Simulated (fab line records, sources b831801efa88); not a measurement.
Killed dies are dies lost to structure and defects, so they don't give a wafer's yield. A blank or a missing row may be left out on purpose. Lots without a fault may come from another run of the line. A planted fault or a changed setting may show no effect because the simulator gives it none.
fab line records | flow gf180mcu
record lots=6 wafers=18 last_day=34
route steps=602 shown V3@433
lots that met no fault: from a run of the same line without faults
start_h: hours from the record's first day to the start of the lot's first wafer shown | wait_h: hours since the lot's step before | " the same as in the row above | L1.1+2: a row that stands for several wafers | - no value, or no start given | * or withheld: withheld | < > ~ a bound
route shown NAME@n: a module of which the file shows steps, and the number in the route of the first | usual: mean/standard deviation of fault-free wafers | same: alike in all rows | chamber/n: place in a boat | sites: the reading at each site | _std_site: their standard deviation | _edge_site: outer sites' mean less inner sites' | radius_mm: how far each site lies from the wafer's centre | mask NAME#n: copy n | behind: the tool/chamber that last shaped the wafer | hold: why the lot was held/for how many hours/how that ended | device: the transistor (n, p or np) that didn't switch | end of line: the same wafers' tests at the end of the route | a step without rows: its recipe alone | killed: dies lost to structure and defects at the first sort, not the wafer's yield | map: a wafer's dies, x killed, . not, _ none there
set.NAME: the setting as run; set.NAME@STEP: as run at that earlier step | model.NAME: the simulator's own value behind a step, which no gauge read
lots at some steps of the route; a table a step, a row a wafer
services: from which hour (start_h, from the record's first day; less than 0 if before it) a tool's chamber was out of use, for how many hours, and why
## steps
# step GF_V3_CMP_04
# recipe material=SiO2 down_force_psi=4 platen_rpm=60 pad_velocity_m_s=0.94248
# usual edge_zone_pressure_frac=1.000/0.0049 motor_current_A=11.8/0.92 time_to_endpoint_s=84/7.8
# columns lot.wafer tool chamber start_h wait_h edge_zone_pressure_frac motor_current_A time_to_endpoint_s
L319.4 cmp-02 2 526.86 0.0 0.993 12.2 89
L319.3 " 0 " " 1.000 13.0 85
L319.6 " 3 " " 0.995 11.8 90
L325.1 cmp-02 1 578.79 0.2 0.997 9.6 69
L325.5 " 2 " " 0.998 11.7 86
L325.6 " 3 " " 1.001 12.0 74
L332.3 cmp-02 1 635.67 0.1 0.992 9.7 84
L332.1 " 3 " " 1.004 12.3 82
L332.5 " 1 " " 0.999 9.8 87
L333.1 cmp-01 1 636.94 0.1 1.000 11.5 77
L333.4 " 2 " " 1.004 11.6 85
L333.3 " 3 " " 0.999 11.3 77
L334.3 cmp-01 2 641.29 0.1 1.000 11.7 80
L334.4 " 3 " " 0.997 12.1 83
L334.6 " 1 " " 0.995 12.3 76
L338.4 cmp-02 3 668.57 0.0 0.998 11.3 76
L338.3 " 1 " " 1.001 9.5 78
L338.5 " 0 " " 1.002 12.8 77
# step GF_V3_BOW_MEAS_05
# recipe mode=bow
# usual V3_BOW=117/9.3
# columns lot.wafer tool chamber start_h wait_h V3_BOW[um]
L319.3 film_metro-03 - 527.20 0.2 106
L319.4 " - " " 104
L319.6 " - " " 103
L325.1 film_metro-03 - 578.94 0.1 111
L325.5 " - " " 125
L325.6 " - " " 106
L332.1 film_metro-04 - 635.92 0.1 124
L332.3 " - " " 119
L332.5 " - " " 133
L333.1 film_metro-02 - 637.24 0.2 130
L333.3 " - " " 131
L333.4 " - " " 133
L334.3 film_metro-03 - 641.53 0.2 118
L334.4 " - " " 114
L334.6 " - " " 122
L338.3 film_metro-03 - 668.91 0.2 128
L338.4 " - " " 135
L338.5 " - " " 116
# step GF_V3_DEHYDRATE_06
# recipe temp_c=200 time_s=60
# step GF_V3_HMDS_07
# recipe prime_time_s=60 prime_temp_c=120
# step GF_V3_COAT_08
# recipe resist=BARC temp_c=withheld time_s=withheld spin_rpm=withheld resist_thk_nm=withheld
# step GF_V3_COAT_09
# recipe resist=KrF spin_rpm=withheld resist_thk_nm=1000
# step GF_V3_SOFTBAKE_10
# recipe temp_c=130 time_s=57 resist=KrF
# step GF_V3_EXPOSE_11
# recipe mask_id=Via3 target_cd_nm=260 na=0.68 source_shape=conventional sigma_outer=0.6 dose_mj=38
# step GF_V3_PEB_12
# recipe peb_temp_c=135 peb_time_s=90 resist=KrF
# step GF_V3_DEVELOP_13
# recipe develop_time_s=60 resist=KrF dev_temp_c=21
# step GF_V3_CD_MEAS_14
# recipe target_cd_nm=260
# usual cd_nm=260.1/1.2
# columns lot.wafer tool chamber start_h wait_h cd_nm
L319.3 cd_sem-02 - 549.79 0.1 257.5
L319.4 " - " " 258.6
L319.6 " - " " 259.1
L325.1 cd_sem-01 - 599.41 0.1 258.8
L325.5 " - " " 258.2
L325.6 " - " " 259.3
L332.1 cd_sem-01 - 655.65 0.1 259.3
L332.3 " - " " 260.0
L332.5 " - " " 259.9
L333.1 cd_sem-02 - 657.32 0.2 260.5
L333.3 " - " " 260.3
L333.4 " - " " 259.7
L334.3 cd_sem-02 - 660.90 0.2 261.3
L334.4 " - " " 259.5
L334.6 " - " " 260.2
L338.3 cd_sem-01 - 687.94 0.1 261.6
L338.4 " - " " 261.3
L338.5 " - " " 261.8
# step GF_V3_OVL_MEAS_15
# usual V3_OVL=0/5.8
# columns lot.wafer tool chamber start_h wait_h V3_OVL[nm]
L319.3 overlay-01 - 549.88 0.1 1
L319.4 " - " " 2
L319.6 " - " " -4
L325.1 overlay-02 - 599.53 0.1 -5
L325.5 " - " " -10
L325.6 " - " " -2
L332.1 overlay-01 - 655.77 0.1 -2
L332.3 " - " " -5
L332.5 " - " " -6
L333.1 overlay-02 - 657.44 0.1 9
L333.3 " - " " 5
L333.4 " - " " 2
L334.3 overlay-02 - 661.00 0.1 -2
L334.4 " - " " -3
L334.6 " - " " 0
L338.3 overlay-01 - 688.03 0.1 16
L338.4 " - " " 8
L338.5 " - " " 14
# step GF_V3_ETCH_16
# recipe chemistry=N2/H2 target_depth_a=withheld overetch_a=withheld time_s=withheld target=BARC ion_energy_ev=200 source_w=500 bias_w=100 pressure_mtorr=30 n2_flow_sccm=100 h2_flow_sccm=200
# usual bias_w=100.0/0.31 chamber_pressure_mTorr=30.00/0.03 drypump_motor_current_A=5.8/0.41 h2_flow_sccm=200.0/0.55 oes_product_au=0.855/0.0048 throttle_valve_pct=13.225/0.0088
# columns lot.wafer tool chamber start_h wait_h bias_w chamber_pressure_mTorr drypump_motor_current_A h2_flow_sccm oes_product_au throttle_valve_pct
L319.3 rie_diel-01 2 549.91 0.0 100.4 29.99 6.2 200.7 0.859 13.224
L319.4 " 1 " " 99.2 29.98 5.7 200.1 0.852 13.233
L319.6 " 0 " " 100.0 30.02 5.9 200.4 0.860 13.225
L325.1 rie_diel-01 3 599.56 0.0 100.2 30.04 5.2 200.6 0.846 13.235
L325.5 " 3 " " 99.5 30.00 5.2 200.6 0.849 13.229
L325.6 " 0 " " 99.3 30.02 5.9 200.1 0.863 13.243
L332.1 rie_diel-01 1 655.80 0.0 - - - - - -
L332.3 " 3 " " - - - - - -
L332.5 " 0 " " - - - - - -
L333.1 rie_diel-02 0 657.47 0.0 - - - - - -
L333.3 " 1 " " - - - - - -
L333.4 " 3 " " - - - - - -
L334.3 rie_diel-02 2 661.02 0.0 100.4 30.00 6.1 199.7 0.851 13.227
L334.4 " 3 " " 99.8 29.99 6.6 200.4 0.857 13.218
L334.6 " 0 " " 100.1 30.04 5.5 200.5 0.850 13.234
L338.3 rie_diel-02 3 688.05 0.0 100.2 30.04 6.6 199.8 0.849 13.219
L338.4 " 1 " " 100.1 29.98 5.6 200.3 0.857 13.209
L338.5 " 2 " " 99.5 30.03 6.1 199.6 0.849 13.222
# step GF_V3_ETCH_17
# recipe chemistry=C4F8/O2/Ar mask_material=KrF target=SiO2 stop_on=TiN source_w=1500 bias_w=1200 pressure_mtorr=40 c4f8_flow_sccm=withheld O2_flow_sccm=6 Ar_flow_sccm=300 time_s=withheld target_depth_a=6350
# usual bias_w=1200/3.3 chamber_pressure_mTorr=40.00/0.038 oes_product_au=0.856/0.0047
# columns lot.wafer tool chamber start_h wait_h bias_w chamber_pressure_mTorr oes_product_au
L319.3 rie_diel-01 2 - - 1208 39.94 0.860
L319.4 " 1 " " 1202 39.93 0.860
L319.6 " 0 " " 1200 39.98 0.859
L325.1 rie_diel-01 3 - - 1200 39.97 0.854
L325.5 " 3 " " 1199 40.01 0.859
L325.6 " 0 " " 1197 40.04 0.872
L332.1 rie_diel-01 1 - - 1198 40.00 0.377
L332.3 " 3 " " 1197 39.95 0.376
L332.5 " 0 " " 1199 40.04 0.376
L333.1 rie_diel-02 0 - - 1201 40.06 0.380
L333.3 " 1 " " 1208 39.99 0.374
L333.4 " 3 " " 1196 39.94 0.374
L334.3 rie_diel-02 2 - - 1197 39.98 0.846
L334.4 " 3 " " 1199 39.93 0.856
L334.6 " 0 " " 1208 40.03 0.856
L338.3 rie_diel-02 3 - - 1199 39.96 0.855
L338.4 " 1 " " 1197 40.08 0.858
L338.5 " 2 " " 1198 40.00 0.854
# step GF_V3_STRIP_18
# recipe chemistry=O2/N2 power_w=1400 pressure_mtorr=1500 platen_temp_c=250 o2_flow_sccm=3000 n2_flow_sccm=300 overash_fraction=0.5
# usual drypump_motor_current_A=5.9/0.39 heater_power_w=311/28 oes_product_au=0.592/0.0048 platen_temp_c=250.07/0.19
# columns lot.wafer tool chamber start_h wait_h drypump_motor_current_A heater_power_w oes_product_au platen_temp_c rf_hours_counter_h
L319.3 plasma_asher-02 1 550.07 - 6.2 332 0.590 250.01 -
L319.4 " 0 " " 5.6 295 0.590 250.01 -
L319.6 " 0 " " 5.7 303 0.595 250.26 -
L325.1 plasma_asher-04 1 599.69 - 6.2 311 0.589 250.04 95
L325.5 " 0 " " 6.2 330 0.593 250.29 -
L325.6 " 1 " " 6.2 307 0.603 250.06 -
L332.1 plasma_asher-02 0 655.93 - 5.7 308 0.603 250.28 85
L332.3 " 0 " " 5.7 303 0.619 250.14 -
L332.5 " 1 " " 6.2 329 0.616 250.00 -
L333.1 plasma_asher-02 0 657.60 - 5.7 303 0.610 250.29 85
L333.3 " 0 " " 5.7 300 0.606 250.43 -
L333.4 " 1 " " 6.2 333 0.609 249.92 -
L334.3 plasma_asher-01 0 661.18 - 6.2 242 0.591 250.09 -
L334.4 " 1 " " 5.1 338 0.590 250.21 -
L334.6 " 0 " " 6.2 249 0.589 250.06 -
L338.3 plasma_asher-02 1 688.22 - 6.2 330 0.596 250.16 -
L338.4 " 0 " " 5.7 292 0.594 250.02 -
L338.5 " 1 " " 6.1 336 0.587 250.17 -
# step GF_V3_STRIP_19
# recipe chemistry=post_etch_residue_remover time_s=1200 temp_c=72.5
## services
# columns tool chamber start_h hours kind
rie_diel-01 - 510.11 14.6 pm
plasma_asher-01 - 510.45 1.6 repair
plasma_asher-01 - 535.83 2.8 pm
cmp-02 - 544.26 2.0 repair
rie_diel-01 3 551.53 3.8 repair
plasma_asher-04 - 552.64 12.2 pm
cmp-01 - 553.68 6.1 pm
cmp-01 - 563.97 3.2 repair
cmp-02 - 572.17 4.0 pm
cmp-02 - 576.17 - consumable_replace:conditioner
cmp-02 - 576.17 - consumable_replace:pad
cmp-02 - 592.09 4.7 pm
rie_diel-02 3 592.59 1.6 repair
cmp-01 - 629.81 1.6 repair
cmp-02 - 630.82 0.3 repair
plasma_asher-04 - 650.45 14.6 repair
cmp-01 - 659.41 7.4 repair
plasma_asher-01 - 663.11 1.5 repair
plasma_asher-02 - 672.96 0.8 repair
plasma_asher-02 - 681.28 0.7 repair
## key
first_sign step=GF_V3_ETCH_16 reading=tool_record direction=missing
effect step=GF_V3_ETCH_17 reading=oes_product_au direction=down sigmas=99+ usual=0.856 struck=0.376
effect step=GF_V3_STRIP_18 reading=oes_product_au direction=up sigmas=3.9 usual=0.592 struck=0.610
met_at GF_V3_ETCH_16
struck_wafers L332.1,L332.3,L332.5,L333.1,L333.3,L333.4
later_rows_left_out L332.1,L332.3,L332.5,L333.1,L333.3,L333.4
sort_left_out L332.1,L332.3,L332.5,L333.1,L333.3,L333.4
onset_between 599.56 655.80
fault kind=skipped_step_whole tool=rie_diel-01,rie_diel-02 chamber=- onset_h=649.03 steps=GF_V3_ETCH_16 scope=struck_lots_only
# sort_left_out: the simulated sort isn't trusted on such a fault, so these wafers' sort isn't shown, and their yield isn't known
# later_rows_left_out: the simulator's readings of these wafers behind a module that went badly wrong aren't trusted and aren't shown, but for the sort
